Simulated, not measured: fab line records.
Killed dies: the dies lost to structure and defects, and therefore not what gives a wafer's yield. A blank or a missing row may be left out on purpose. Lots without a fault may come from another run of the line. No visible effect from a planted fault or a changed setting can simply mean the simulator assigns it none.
Which tool is to blame? + flow sky130 + 12 lots, 36 wafers sampled, at 5 steps of a route of 708

## WHAT THE GAUGES READ, wafer by wafer
SKY_VIA1_THK_MEAS_23: measures by xrf. Usual: VIA1_W_THK gives 266 nm (standard deviation 3.4).
| lot  | measured     | on            | VIA1_W_THK (nm) | flag |
|------|--------------|---------------|-----------------|------|
| L555 | day 34 16:29 | film-metro-01 | 264 266 265     |      |
| L556 | day 35 01:49 | film-metro-03 | 266 263 264     |      |
| L559 | day 35 10:36 | film-metro-03 | 268 267 268     |      |
| L561 | day 36 12:46 | film-metro-01 | 264 258 261     |      |
| L563 | day 36 13:06 | film-metro-03 | 263 266 264     |      |
| L566 | day 37 17:52 | film-metro-04 | 269 265 271     |      |
| L568 | day 38 01:08 | film-metro-03 | 267 262 260     |      |
| L569 | day 38 07:25 | film-metro-04 | 267 269 266     |      |
| L570 | day 38 12:50 | film-metro-03 | 271 263 268     |      |
| L573 | day 39 16:59 | film-metro-03 | 270 272 273     |      |
| L574 | day 39 17:43 | film-metro-04 | 272 266 267     |      |
| L578 | day 40 20:04 | film-metro-01 | 265 271 269     |      |

SKY_METAL2_OVL_MEAS_16. Usual: METAL2_OVL gives 0 nm (standard deviation 5.8).
| lot  | measured     | on         | METAL2_OVL (nm) | flag |
|------|--------------|------------|-----------------|------|
| L555 | day 35 19:31 | overlay-01 | 8 6 4           |      |
| L556 | day 36 05:14 | overlay-02 | 9 19 16         |      |
| L559 | day 36 13:40 | overlay-02 | 2 -5 -1         |      |
| L561 | day 37 14:32 | overlay-02 | 2 7 2           |      |
| L563 | day 37 14:46 | overlay-02 | -9 -4 -7        |      |
| L566 | day 38 19:30 | overlay-02 | 0 -1 0          |      |
| L568 | day 39 02:28 | overlay-02 | 2 0 0           |      |
| L569 | day 39 08:28 | overlay-01 | -3 1 1          |      |
| L570 | day 39 14:14 | overlay-02 | 11 8 6          |      |
| L573 | day 40 17:26 | overlay-01 | 45 41 41        | OFF  |
| L574 | day 40 18:43 | overlay-01 | 33 35 34        | OFF  |
| L578 | day 41 21:11 | overlay-02 | 1 2 2           |      |

SKY_VIA2_BOW_MEAS_03. Usual: VIA2_BOW gives 86 um (standard deviation 8.1).
| lot  | measured     | on            | VIA2_BOW (um) | flag |
|------|--------------|---------------|---------------|------|
| L555 | day 35 20:52 | film-metro-04 | 83 96 89      |      |
| L556 | day 36 06:32 | film-metro-02 | 82 85 82      |      |
| L559 | day 36 15:01 | film-metro-02 | 81 88 91      |      |
| L561 | day 37 15:51 | film-metro-02 | 84 75 96      |      |
| L563 | day 37 16:08 | film-metro-02 | 66 82 80      |      |
| L566 | day 38 20:53 | film-metro-02 | 81 95 87      |      |
| L568 | day 39 04:11 | film-metro-02 | 82 88 93      |      |
| L569 | day 39 09:47 | film-metro-02 | 92 98 80      |      |
| L570 | day 39 15:50 | film-metro-02 | 80 95 76      |      |
| L573 | day 40 18:45 | film-metro-01 | 86 87 93      |      |
| L574 | day 40 20:02 | film-metro-02 | 81 86 84      |      |
| L578 | day 41 22:33 | film-metro-04 | 98 98 90      |      |

## TOOL THAT RAN EACH LOT (tool first, then ch and the chambers of the sampled wafers, then the start)
| lot  | SKY_METAL2_SPUTTER_03        | SKY_METAL2_EXPOSE_12              |
|------|------------------------------|-----------------------------------|
| L555 | pvd-sputter-04, day 34 16:54 | krf-scanner-02 ch 0, day 35 06:58 |
| L556 | pvd-sputter-04, day 35 02:14 | krf-scanner-02 ch 0, day 35 15:11 |
| L559 | pvd-sputter-01, day 35 11:05 | krf-scanner-02 ch 0, day 36 00:22 |
| L561 | pvd-sputter-03, day 36 13:11 | krf-scanner-01 ch 0, day 37 01:50 |
| L563 | pvd-sputter-01, day 36 13:31 | krf-scanner-01 ch 0, day 37 02:00 |
| L566 | pvd-sputter-04, day 37 18:18 | krf-scanner-02 ch 0, day 38 07:10 |
| L568 | pvd-sputter-03, day 38 01:33 | krf-scanner-02 ch 0, day 38 14:23 |
| L569 | pvd-sputter-04, day 38 07:50 | krf-scanner-01 ch 0, day 38 20:19 |
| L570 | pvd-sputter-01, day 38 13:16 | krf-scanner-01 ch 0, day 39 02:00 |
| L573 | pvd-sputter-04, day 39 17:24 | krf-scanner-02 ch 0, day 40 05:41 |
| L574 | pvd-sputter-03, day 39 18:18 | krf-scanner-02 ch 0, day 40 06:46 |
| L578 | pvd-sputter-03, day 40 20:29 | krf-scanner-01 ch 0, day 41 09:11 |
- SKY_METAL2_SPUTTER_03: material Ti, target thk 5 nm, time 3.3 s.
- SKY_METAL2_EXPOSE_12: exposes mask MM2, target cd 140 nm.

## WHAT THE TOOLS THEMSELVES READ (means of the sampled wafers that have a number; where no wafer has one, the mark that the record gives instead)
SKY_METAL2_SPUTTER_03. Usual: chamber-pressure-pa 0.4000 Pa, standard deviation 0.0007; throttle-valve-pct 30.1 %, standard deviation 1.2.
| lot  | tool           | chamber-pressure-pa (Pa) | throttle-valve-pct (%) | flag |
|------|----------------|--------------------------|------------------------|------|
| L555 | pvd-sputter-04 | 0.4002                   | 30.0                   |      |
| L556 | pvd-sputter-04 | 0.4005                   | 29.9                   |      |
| L559 | pvd-sputter-01 | 0.3997                   | 30.6                   |      |
| L561 | pvd-sputter-03 | 0.4002                   | 30.9                   |      |
| L563 | pvd-sputter-01 | 0.3996                   | 30.0                   |      |
| L566 | pvd-sputter-04 | 0.3993                   | 30.0                   |      |
| L568 | pvd-sputter-03 | 0.3997                   | 29.9                   |      |
| L569 | pvd-sputter-04 | 0.4003                   | 29.8                   |      |
| L570 | pvd-sputter-01 | 0.4000                   | 30.5                   |      |
| L573 | pvd-sputter-04 | 0.3998                   | 30.0                   |      |
| L574 | pvd-sputter-03 | 0.4001                   | 29.7                   |      |
| L578 | pvd-sputter-03 | 0.3995                   | 29.6                   |      |

SKY_METAL2_EXPOSE_12. Usual: -0.1 nm for focus-offset-nm, sd 0.53.
| lot  | tool           | focus-offset-nm (nm) | flag |
|------|----------------|----------------------|------|
| L555 | krf-scanner-02 | 0.5                  |      |
| L556 | krf-scanner-02 | -0.7                 |      |
| L559 | krf-scanner-02 | 0.6                  |      |
| L561 | krf-scanner-01 | -0.6                 |      |
| L563 | krf-scanner-01 | -0.0                 |      |
| L566 | krf-scanner-02 | -0.3                 |      |
| L568 | krf-scanner-02 | -0.3                 |      |
| L569 | krf-scanner-01 | -0.6                 |      |
| L570 | krf-scanner-01 | 0.8                  |      |
| L573 | krf-scanner-02 | -0.5                 |      |
| L574 | krf-scanner-02 | -0.6                 |      |
| L578 | krf-scanner-01 | -0.2                 |      |

## THE ANSWER, worked out from the rows above alone
Rule: a lot counts as off when the mean over its wafers that have a number is more than 3 standard deviations away from the usual mean. Also off: a lot with no number at a reading for which 4 or more lots have one. Any other lot the step has rows for is counted as sound. The gauges are gone through in route order, then the tools' own readings, and for those a lot's mean is taken as printed above. At the first step where some lot is off, the reading lying furthest off is the one used; lots without a number count as furthest.
Off: at SKY_METAL2_OVL_MEAS_16 (METAL2_OVL), L573, L574.
A tool fits if, at a process step before that reading, it ran every lot that is off, and no sound lot after the first of them. Gauges at SKY_METAL2_OVL_MEAS_16: tried the same way as those tools. This does not decide it: 2 tools fit, namely krf-scanner-02 at SKY_METAL2_EXPOSE_12 and overlay-01 at SKY_METAL2_OVL_MEAS_16.

## WHAT HAD BEEN PUT IN BY THE SIMULATOR
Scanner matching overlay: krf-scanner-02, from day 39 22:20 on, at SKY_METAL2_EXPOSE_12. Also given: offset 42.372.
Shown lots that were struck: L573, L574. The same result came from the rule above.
